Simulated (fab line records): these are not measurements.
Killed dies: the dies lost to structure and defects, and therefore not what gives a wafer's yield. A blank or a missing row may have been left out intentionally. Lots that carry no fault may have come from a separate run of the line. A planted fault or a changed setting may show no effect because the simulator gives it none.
fab line records -- flow sky130
record: lots: 13, wafers: 39, last-day: 50
route steps=708 shown FIELD_ISO@15 NWELL@77 VT_ADJUST_NCORE@130 POLY_CUT@315 PAD_OPEN@708
lots that met no fault: taken from a fault-free run of the same line
start-h: the number of hours between the record's first day and the start of the first shown wafer of the lot -- wait-h: time in hours since the lot's previous step -- " the same as in the row above -- L1.1+2: one row covering several wafers at once -- - either no value or no given start -- * or withheld: withheld -- < > ~ a bound
route shown NAME@n: a module of which the file shows steps, and the number in the route of the first -- usual: mean/standard deviation taken from wafers without a fault -- same: alike in all rows -- chamber/n: place in a boat -- sites: per-site readings -- _std_site: how widely they spread, as a standard deviation -- _edge_site: the outer-site mean with the inner-site mean subtracted -- radius-mm: for every site, how far away it sits from the centre of the wafer -- mask NAME#n: copy n -- behind: the last tool/chamber to shape the wafer -- hold: why the lot went on hold/how many hours it stayed there/how the hold came to an end -- device: which transistor (n, p or np) failed to switch -- end of line: the same wafers' tests at the end of the route -- step lacking rows: just its recipe -- killed: at the first sort, the dies lost to defects and structure; wafer yield is something else -- map: a wafer's dies, marking killed ones x, the rest . and places with no die _
set.NAME: the run value of the setting; set.NAME@STEP: its run value at that earlier step -- model.NAME: the simulator's own value behind a step, which no gauge read
a sample of lots followed through the steps of the route, with each step as a table and each wafer as a row
services: a tool's chamber out of use, with start hour (start-h, from the record's first day; less than 0 if before it), hours out, and reason
== steps ==
step: SKY_FIELD_ISO_ETCH_14
recipe: chemistry: N2/H2, target: BARC, ion-energy-ev: 200, source-w: 500, bias-w: 100, pressure-mtorr: 30, n2-flow-sccm: 100, h2-flow-sccm: 200, stop-on: SiO2, time-s: 45.9, target-depth-a: 600
usual: drypump-motor-current-A: 5.93/0.24, oes-product-au: 0.856/0.0049, throttle-valve-pct: 13.225/0.0086
lot.wafer,tool,chamber,start-h,wait-h,drypump-motor-current-A,oes-product-au,rf-hours-counter-h,throttle-valve-pct
L309.2,rie-diel-04,3,29.84,0.1,5.59,0.847,113,13.215
L309.4,rie-diel-04,2,29.84,0.1,6.05,0.850,131,13.219
L309.5,rie-diel-04,2,29.84,0.1,6.05,0.848,-,13.231
L310.2,rie-diel-02,2,34.33,0.1,5.75,0.850,4,13.229
L310.4,rie-diel-02,0,34.33,0.1,5.70,0.853,118,13.218
L310.6,rie-diel-02,2,34.33,0.1,5.77,0.852,-,13.214
L311.1,rie-diel-02,2,39.33,0.1,5.75,0.862,5,13.211
L311.2,rie-diel-02,0,39.33,0.1,5.66,0.848,119,13.229
L311.6,rie-diel-02,2,39.33,0.1,5.74,0.848,-,13.212
L312.2,rie-diel-03,2,44.24,0.1,6.11,0.859,15,13.228
L312.5,rie-diel-03,0,44.24,0.1,6.09,0.857,-,13.235
L312.6,rie-diel-03,1,44.24,0.1,6.44,0.858,-,13.226
L313.1,rie-diel-04,0,48.58,0.1,5.85,0.858,2,13.253
L313.5,rie-diel-04,1,48.58,0.1,6.11,0.849,-,13.235
L313.6,rie-diel-04,0,48.58,0.1,5.86,0.857,-,13.235
L315.1,rie-diel-02,0,62.48,0.1,5.70,0.851,119,13.235
L315.4,rie-diel-02,1,62.48,0.1,6.01,0.855,147,13.246
L315.5,rie-diel-02,3,62.48,0.1,6.17,0.852,-,13.219
L316.2,rie-diel-02,1,67.98,0.1,6.02,0.854,148,13.212
L316.5,rie-diel-02,2,67.98,0.1,5.71,0.853,-,13.232
L316.6,rie-diel-02,3,67.98,0.1,6.17,0.856,-,13.217
L317.3,rie-diel-02,3,72.28,0.1,6.20,0.863,141,13.222
L317.4,rie-diel-02,1,72.28,0.1,5.98,0.847,148,13.236
L317.5,rie-diel-02,1,72.28,0.1,5.99,0.864,-,13.235
L318.1,rie-diel-02,1,77.54,0.1,5.98,0.853,148,13.238
L318.5,rie-diel-02,2,77.54,0.1,5.75,0.852,-,13.223
L318.6,rie-diel-02,1,77.54,0.1,5.98,0.854,-,13.233
L320.2,rie-diel-02,2,86.18,0.1,5.74,0.853,5,13.217
L320.3,rie-diel-02,1,86.18,0.1,6.00,0.864,148,13.222
L320.5,rie-diel-02,0,86.18,0.1,5.71,0.857,-,13.223
L321.1,rie-diel-02,2,92.33,0.1,5.75,0.858,5,13.231
L321.5,rie-diel-02,3,92.33,0.1,6.18,0.861,-,13.208
L321.6,rie-diel-02,2,92.33,0.1,5.73,0.857,-,13.227
L326.2,rie-diel-02,1,116.78,0.1,6.01,0.853,149,13.226
L326.4,rie-diel-02,0,116.78,0.1,5.67,0.853,120,13.221
L326.6,rie-diel-02,3,116.78,0.1,6.18,0.863,-,13.230
L330.4,rie-diel-02,0,139.63,0.0,5.68,0.859,121,13.224
L330.5,rie-diel-02,2,139.63,0.0,5.74,0.860,-,13.210
L330.6,rie-diel-02,1,139.63,0.0,6.00,0.852,-,13.224
step: SKY_NWELL_IMPLANT_24
recipe: species: B, energy-kev: 140, dose-cm2: 9.2e+12, tilt-deg: withheld
usual: beam-energy-keV: 139.99/0.039, beam-on-s: 10.00/0.22
lot.wafer,tool,chamber,start-h,wait-h,beam-energy-keV,beam-on-s
L309.2,implanter-04,0,104.08,0.0,139.97,10.17
L309.4,implanter-04,0,104.08,0.0,139.97,9.92
L309.5,implanter-04,0,104.08,0.0,139.93,10.20
L310.2,implanter-03,0,111.32,0.0,139.93,9.77
L310.4,implanter-03,0,111.32,0.0,140.00,9.97
L310.6,implanter-03,0,111.32,0.0,139.98,10.08
L311.1,implanter-04,0,119.79,0.0,140.00,10.13
L311.2,implanter-04,0,119.79,0.0,139.92,9.83
L311.6,implanter-04,0,119.79,0.0,140.01,10.23
L312.2,implanter-02,0,123.59,0.0,139.99,9.97
L312.5,implanter-02,0,123.59,0.0,139.99,9.90
L312.6,implanter-02,0,123.59,0.0,140.03,10.05
L313.1,implanter-03,0,127.59,0.0,140.00,9.99
L313.5,implanter-03,0,127.59,0.0,140.00,9.40
L313.6,implanter-03,0,127.59,0.0,139.96,10.05
L315.1,implanter-04,0,140.07,0.0,139.97,10.15
L315.4,implanter-04,0,140.07,0.0,140.01,9.78
L315.5,implanter-04,0,140.07,0.0,140.07,10.06
L316.2,implanter-02,0,149.82,0.0,140.03,9.77
L316.5,implanter-02,0,149.82,0.0,140.06,10.12
L316.6,implanter-02,0,149.82,0.0,140.02,9.96
L317.3,implanter-03,0,151.99,0.1,140.09,10.19
L317.4,implanter-03,0,151.99,0.1,140.02,10.50
L317.5,implanter-03,0,151.99,0.1,140.02,10.02
L318.1,implanter-03,0,160.49,0.0,139.97,10.20
L318.5,implanter-03,0,160.49,0.0,139.96,10.10
L318.6,implanter-03,0,160.49,0.0,140.00,10.24
L320.2,implanter-04,0,168.92,0.0,140.04,10.12
L320.3,implanter-04,0,168.92,0.0,139.96,10.13
L320.5,implanter-04,0,168.92,0.0,139.96,10.36
L321.1,implanter-02,0,174.92,0.1,140.03,10.33
L321.5,implanter-02,0,174.92,0.1,139.97,10.22
L321.6,implanter-02,0,174.92,0.1,140.05,10.13
L326.2,implanter-02,0,206.44,0.0,127.16,10.10
L326.4,implanter-02,0,206.44,0.0,127.21,10.11
L326.6,implanter-02,0,206.44,0.0,127.19,9.89
L330.4,implanter-02,0,232.92,0.1,127.26,9.95
L330.5,implanter-02,0,232.92,0.1,127.30,9.54
L330.6,implanter-02,0,232.92,0.1,127.22,9.97
step: SKY_VT_ADJUST_NCORE_TW_MEAS_11
usual: VT_ADJUST_NCORE_TW: 219.0/1.6
lot.wafer,tool,chamber,start-h,wait-h,VT_ADJUST_NCORE_TW
L309.2,film-metro-03,-,181.53,0.1,218.2
L309.4,film-metro-03,-,181.53,0.1,218.5
L309.5,film-metro-03,-,181.53,0.1,216.8
L310.2,film-metro-02,-,191.55,0.1,219.2
L310.4,film-metro-02,-,191.55,0.1,219.2
L310.6,film-metro-02,-,191.55,0.1,218.8
L311.1,film-metro-03,-,201.97,0.1,217.8
L311.2,film-metro-03,-,201.97,0.1,218.5
L311.6,film-metro-03,-,201.97,0.1,217.8
L312.2,film-metro-03,-,204.88,0.1,217.4
L312.5,film-metro-03,-,204.88,0.1,217.6
L312.6,film-metro-03,-,204.88,0.1,216.9
L313.1,film-metro-03,-,209.34,0.1,218.1
L313.5,film-metro-03,-,209.34,0.1,218.6
L313.6,film-metro-03,-,209.34,0.1,218.5
L315.1,film-metro-03,-,225.81,0.1,218.9
L315.4,film-metro-03,-,225.81,0.1,217.5
L315.5,film-metro-03,-,225.81,0.1,218.9
L316.2,film-metro-02,-,236.75,0.1,218.6
L316.5,film-metro-02,-,236.75,0.1,220.9
L316.6,film-metro-02,-,236.75,0.1,221.6
L317.3,film-metro-04,-,239.86,0.1,220.7
L317.4,film-metro-04,-,239.86,0.1,220.8
L317.5,film-metro-04,-,239.86,0.1,221.2
L318.1,film-metro-04,-,249.31,0.1,219.9
L318.5,film-metro-04,-,249.31,0.1,219.1
L318.6,film-metro-04,-,249.31,0.1,219.1
L320.2,film-metro-03,-,260.68,0.1,216.3
L320.3,film-metro-03,-,260.68,0.1,216.9
L320.5,film-metro-03,-,260.68,0.1,218.3
L321.1,film-metro-02,-,268.29,0.1,221.5
L321.5,film-metro-02,-,268.29,0.1,221.5
L321.6,film-metro-02,-,268.29,0.1,220.1
L326.2,film-metro-02,-,303.60,0.1,220.5
L326.4,film-metro-02,-,303.60,0.1,219.5
L326.6,film-metro-02,-,303.60,0.1,220.8
L330.4,film-metro-03,-,334.52,0.1,216.8
L330.5,film-metro-03,-,334.52,0.1,217.9
L330.6,film-metro-03,-,334.52,0.1,217.3
step: SKY_POLY_CUT_CD_MEAS_08
recipe: target-cd-nm: 270
usual: cd-nm: 270.1/1.3
lot.wafer,tool,chamber,start-h,wait-h,cd-nm
L309.2,cd-sem-02,-,558.27,-,270.6
L309.4,cd-sem-02,-,558.27,-,270.2
L309.5,cd-sem-02,-,558.27,-,270.8
L310.2,cd-sem-02,-,575.47,-,271.0
L310.4,cd-sem-02,-,575.47,-,271.7
L310.6,cd-sem-02,-,575.47,-,270.6
L311.1,cd-sem-01,-,583.80,-,267.3
L311.2,cd-sem-01,-,583.80,-,267.8
L311.6,cd-sem-01,-,583.80,-,267.1
L312.2,cd-sem-02,-,599.25,-,269.5
L312.5,cd-sem-02,-,599.25,-,269.3
L312.6,cd-sem-02,-,599.25,-,268.0
L313.1,cd-sem-02,-,600.95,-,268.3
L313.5,cd-sem-02,-,600.95,-,267.7
L313.6,cd-sem-02,-,600.95,-,270.1
L315.1,cd-sem-02,-,618.83,-,269.7
L315.4,cd-sem-02,-,618.83,-,268.9
L315.5,cd-sem-02,-,618.83,-,270.2
L317.3,cd-sem-01,-,629.49,-,271.9
L317.4,cd-sem-01,-,629.49,-,271.3
L317.5,cd-sem-01,-,629.49,-,272.2
L316.2,cd-sem-02,-,630.42,-,270.7
L316.5,cd-sem-02,-,630.42,-,271.2
L316.6,cd-sem-02,-,630.42,-,270.3
L318.1,cd-sem-02,-,644.05,-,269.8
L318.5,cd-sem-02,-,644.05,-,268.6
L318.6,cd-sem-02,-,644.05,-,269.2
L320.2,cd-sem-02,-,654.80,-,268.8
L320.3,cd-sem-02,-,654.80,-,268.8
L320.5,cd-sem-02,-,654.80,-,268.8
L321.1,cd-sem-01,-,666.60,-,268.9
L321.5,cd-sem-01,-,666.60,-,267.9
L321.6,cd-sem-01,-,666.60,-,269.1
L326.2,cd-sem-01,-,706.30,-,270.8
L326.4,cd-sem-01,-,706.30,-,269.5
L326.6,cd-sem-01,-,706.30,-,269.6
L330.4,cd-sem-01,-,743.67,-,270.4
L330.5,cd-sem-01,-,743.67,-,268.7
L330.6,cd-sem-01,-,743.67,-,271.2
step: SKY_PAD_OPEN_PROBE_99
usual: killed_at_M0_to_M3: 43/7.2, killed_at_M4_up: 3.0/2, killed-at-contacts: 24/5.5, killed-at-front-end: 15/4.2, killed-at-other: 0.3/0.51, killed-dies: 85/10, killed-open: 46/7.3, killed-short: 38/6.4
same: gross-dies: 492, killed-at-back-side: 0
lot.wafer,tool,chamber,start-h,wait-h,killed_at_M0_to_M3,killed_at_M4_up,killed-at-contacts,killed-at-front-end,killed-at-other,killed-dies,killed-open,killed-short
L312.2,prober-01,-,1104.65,0.1,44,2,20,14,0,80,42,38
L312.5,prober-01,-,1104.80,0.2,48,2,15,12,0,77,48,29
L312.6,prober-01,-,1104.85,0.2,54,6,17,10,0,87,41,46
L313.1,prober-02,-,1111.25,0.1,45,5,25,18,0,93,49,44
L313.5,prober-02,-,1111.45,0.2,48,3,27,12,0,90,45,45
L313.6,prober-02,-,1111.50,0.2,56,0,26,13,0,95,54,41
L317.3,prober-01,-,1129.81,0.2,48,3,33,7,0,91,59,32
L317.4,prober-01,-,1129.86,0.2,35,4,35,12,0,86,40,46
L317.5,prober-01,-,1129.91,0.2,49,0,31,15,0,95,53,42
L316.2,prober-02,-,1130.72,0.1,41,4,22,10,0,77,35,42
L316.5,prober-02,-,1130.87,0.2,35,1,28,15,1,80,42,38
L316.6,prober-02,-,1130.92,0.2,40,2,21,12,0,75,50,25
L318.1,prober-01,-,1139.22,0.1,42,2,39,18,0,101,53,48
L318.5,prober-01,-,1139.42,0.2,58,3,25,16,0,102,56,46
L318.6,prober-01,-,1139.47,0.2,55,1,27,12,0,95,57,38
L320.2,prober-02,-,1143.87,0.1,35,1,19,17,0,72,31,41
L320.3,prober-02,-,1143.92,0.2,35,3,32,12,0,82,43,39
L320.5,prober-02,-,1144.02,0.2,47,4,15,17,0,83,44,39
L321.1,prober-01,-,1152.64,0.1,50,6,17,19,0,92,46,46
L321.5,prober-01,-,1152.84,0.2,51,3,21,7,0,82,38,44
L321.6,prober-01,-,1152.89,0.2,43,2,21,12,0,78,39,39
killed by level:class
L312.2 VIA1:geometric-particle:open=9 METAL1:geometric-particle:short=8 CONTACT:geometric-particle:open=7 POLY_GATE:geometric-particle:short=6 METAL2:geometric-particle:short=6 POLY_GATE:geometric-particle:open=5 LI_CONTACT:geometric-particle:open=5 CONTACT:geometric-particle:short=5
L312.5 VIA1:geometric-particle:open=13 VIA2:geometric-particle:open=9 LI_CONTACT:geometric-particle:open=6 CONTACT:geometric-particle:open=6 VIA1:geometric-particle:short=5 METAL1:geometric-particle:short=5 METAL2:geometric-particle:short=5 VIA3:geometric-particle:open=5
L312.6 VIA1:geometric-particle:open=13 METAL1:geometric-particle:short=11 VIA2:geometric-particle:open=7 VIA3:geometric-particle:open=5 METAL2:geometric-particle:short=5 VIA3:geometric-particle:short=5 FIELD_ISO:geometric-particle:short=4 LI_CONTACT:geometric-particle:open=4
L313.1 CONTACT:geometric-particle:short=9 VIA1:geometric-particle:open=9 FIELD_ISO:geometric-particle:short=7 CONTACT:geometric-particle:open=7 VIA2:geometric-particle:open=7 VIA3:geometric-particle:open=6 FIELD_ISO:geometric-particle:open=5 POLY_GATE:geometric-particle:open=5
L313.5 CONTACT:geometric-particle:open=10 METAL1:geometric-particle:short=10 VIA1:geometric-particle:short=7 LI_CONTACT:geometric-particle:open=6 VIA1:geometric-particle:open=6 VIA3:geometric-particle:open=6 CONTACT:geometric-particle:short=5 VIA2:geometric-particle:open=5
L313.6 VIA1:geometric-particle:open=15 CONTACT:geometric-particle:open=9 LI_CONTACT:geometric-particle:open=8 METAL2:geometric-particle:short=7 METAL3:geometric-particle:short=7 VIA3:geometric-particle:open=6 METAL1:geometric-particle:short=5 VIA2:geometric-particle:open=5
L317.3 LI_CONTACT:geometric-particle:open=15 CONTACT:geometric-particle:open=12 VIA1:geometric-particle:open=10 METAL1:geometric-particle:short=9 VIA2:geometric-particle:open=8 VIA3:geometric-particle:open=7 METAL2:geometric-particle:short=5 POLY_GATE:geometric-particle:short=4
L317.4 VIA1:geometric-particle:open=10 CONTACT:geometric-particle:open=9 CONTACT:geometric-particle:short=8 LOCAL_INTERCONNECT:geometric-particle:short=8 LI_CONTACT:geometric-particle:open=6 METAL2:geometric-particle:short=6 VIA3:geometric-particle:open=5 METAL4:geometric-particle:short=4
L317.5 VIA1:geometric-particle:open=19 LI_CONTACT:geometric-particle:open=9 CONTACT:geometric-particle:open=9 METAL2:geometric-particle:short=7 VIA1:geometric-particle:short=6 METAL1:geometric-particle:short=5 CONTACT:geometric-particle:short=5 LOCAL_INTERCONNECT:geometric-particle:short=4
L316.2 CONTACT:geometric-particle:open=9 CONTACT:geometric-particle:short=7 VIA2:geometric-particle:short=7 VIA1:geometric-particle:short=6 VIA1:geometric-particle:open=6 METAL3:geometric-particle:short=4 VIA3:geometric-particle:open=4 VIA2:geometric-particle:open=4
L316.5 CONTACT:geometric-particle:open=10 CONTACT:geometric-particle:short=7 VIA3:geometric-particle:open=6 LI_CONTACT:geometric-particle:open=6 VIA2:geometric-particle:open=6 VIA1:geometric-particle:short=6 FIELD_ISO:geometric-particle:open=4 FIELD_ISO:geometric-particle:short=4
L316.6 CONTACT:geometric-particle:open=12 VIA1:geometric-particle:open=9 VIA3:geometric-particle:open=7 FIELD_ISO:geometric-particle:open=4 LI_CONTACT:geometric-particle:open=4 METAL1:geometric-particle:short=4 VIA1:geometric-particle:short=4 VIA2:geometric-particle:open=4
L318.1 CONTACT:geometric-particle:open=13 VIA1:geometric-particle:open=12 LI_CONTACT:geometric-particle:open=7 LOCAL_INTERCONNECT:geometric-particle:short=7 METAL2:geometric-particle:short=6 VIA2:geometric-particle:open=6 CONTACT:geometric-particle:short=5 METAL1:geometric-particle:short=5
L318.5 VIA1:geometric-particle:open=18 CONTACT:geometric-particle:open=10 METAL1:geometric-particle:short=7 VIA1:geometric-particle:short=7 VIA3:geometric-particle:open=7 FIELD_ISO:geometric-particle:open=5 POLY_GATE:geometric-particle:open=5 VIA3:geometric-particle:short=5
L318.6 VIA1:geometric-particle:open=14 CONTACT:geometric-particle:open=10 VIA2:geometric-particle:open=10 LI_CONTACT:geometric-particle:open=7 METAL1:geometric-particle:short=7 FIELD_ISO:geometric-particle:open=5 VIA3:geometric-particle:open=5 VIA1:geometric-particle:short=4
L320.2 VIA1:geometric-particle:short=9 CONTACT:geometric-particle:open=7 METAL2:geometric-particle:short=6 VIA1:geometric-particle:open=5 FIELD_ISO:geometric-particle:short=4 CONTACT:geometric-particle:short=4 METAL1:geometric-particle:short=4 SPACER:geometric-particle:short=3
L320.3 LI_CONTACT:geometric-particle:open=10 LOCAL_INTERCONNECT:geometric-particle:short=7 CONTACT:geometric-particle:open=7 VIA2:geometric-particle:open=6 VIA1:geometric-particle:open=6 CONTACT:geometric-particle:short=5 VIA2:geometric-particle:short=5 FIELD_ISO:geometric-particle:short=4
L320.5 VIA1:geometric-particle:open=17 CONTACT:geometric-particle:open=7 FIELD_ISO:geometric-particle:open=5 VIA2:geometric-particle:open=5 METAL2:geometric-particle:short=5 METAL1:geometric-particle:short=4 VIA1:geometric-particle:short=4 VIA3:geometric-particle:open=4
L321.1 VIA1:geometric-particle:open=9 CONTACT:geometric-particle:open=8 VIA1:geometric-particle:short=8 VIA3:geometric-particle:open=7 POLY_GATE:geometric-particle:short=6 METAL1:geometric-particle:short=6 METAL2:geometric-particle:short=5 POLY_CUT:geometric-particle:open=4
L321.5 CONTACT:geometric-particle:open=8 LI_CONTACT:geometric-particle:open=7 METAL1:geometric-particle:short=7 VIA2:geometric-particle:open=7 METAL2:geometric-particle:short=6 VIA1:geometric-particle:short=6 VIA1:geometric-particle:open=5 METAL3:geometric-particle:short=5
L321.6 VIA1:geometric-particle:open=8 VIA2:geometric-particle:open=7 LOCAL_INTERCONNECT:geometric-particle:short=6 CONTACT:geometric-particle:open=6 METAL2:geometric-particle:short=6 VIA3:geometric-particle:open=6 METAL1:geometric-particle:short=5 POLY_GATE:geometric-particle:open=4
== services ==
tool,chamber,start-h,hours,kind
rie-diel-02,2,18.56,9.8,repair
rie-diel-04,-,20.65,2.8,pm
implanter-03,-,51.93,6.4,repair
implanter-02,-,52.59,9.7,repair
implanter-02,-,56.72,2.0,repair
rie-diel-02,-,57.31,4.3,pm
rie-diel-02,3,64.97,1.6,repair
rie-diel-04,2,69.03,3.9,repair
rie-diel-04,-,72.46,1.0,repair
rie-diel-03,-,77.30,28.1,pm
implanter-03,-,98.22,1.9,repair
implanter-02,-,110.73,1.2,repair
rie-diel-03,2,111.49,2.6,repair
implanter-03,-,129.05,2.7,repair
implanter-03,-,168.81,16.5,pm
rie-diel-02,-,168.96,1.9,repair
implanter-02,-,169.11,2.8,repair
rie-diel-04,-,183.49,0.2,repair
implanter-04,-,184.35,4.5,pm
rie-diel-02,-,195.66,0.4,repair
implanter-03,-,197.58,4.2,pm
rie-diel-04,-,198.49,15.6,pm
implanter-04,-,201.16,3.9,repair
implanter-03,-,232.62,1.0,repair
== key ==
first-sign: step: SKY_NWELL_IMPLANT_24, reading: beam-energy-keV, direction: down, sigmas: 99+, usual: *, struck: *
effect none on later readings
met-at SKY_NWELL_IMPLANT_24
struck-lots L326,L330
tester-left-out L326,L330
not-acting-at SKY_FIELD_ISO_ETCH_14,SKY_VT_ADJUST_NCORE_TW_MEAS_11,SKY_POLY_CUT_CD_MEAS_08
onset-between 174.92 206.44
fault: kind: process-parameter-drift, tool: implanter-02, chamber: -, onset-h: 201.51, steps: SKY_NWELL_IMPLANT_24, channel: energy-kev, offset: *, shape: step, end-h: 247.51, acts-in: *, stated: *
tester-left-out: of these lots the tester's yield and bins aren't shown, on N5 and GAA mostly nor the transistor test; their killed dies are dies lost to structure and defects alone, not to doping, threshold or leakage, so they don't give the yield
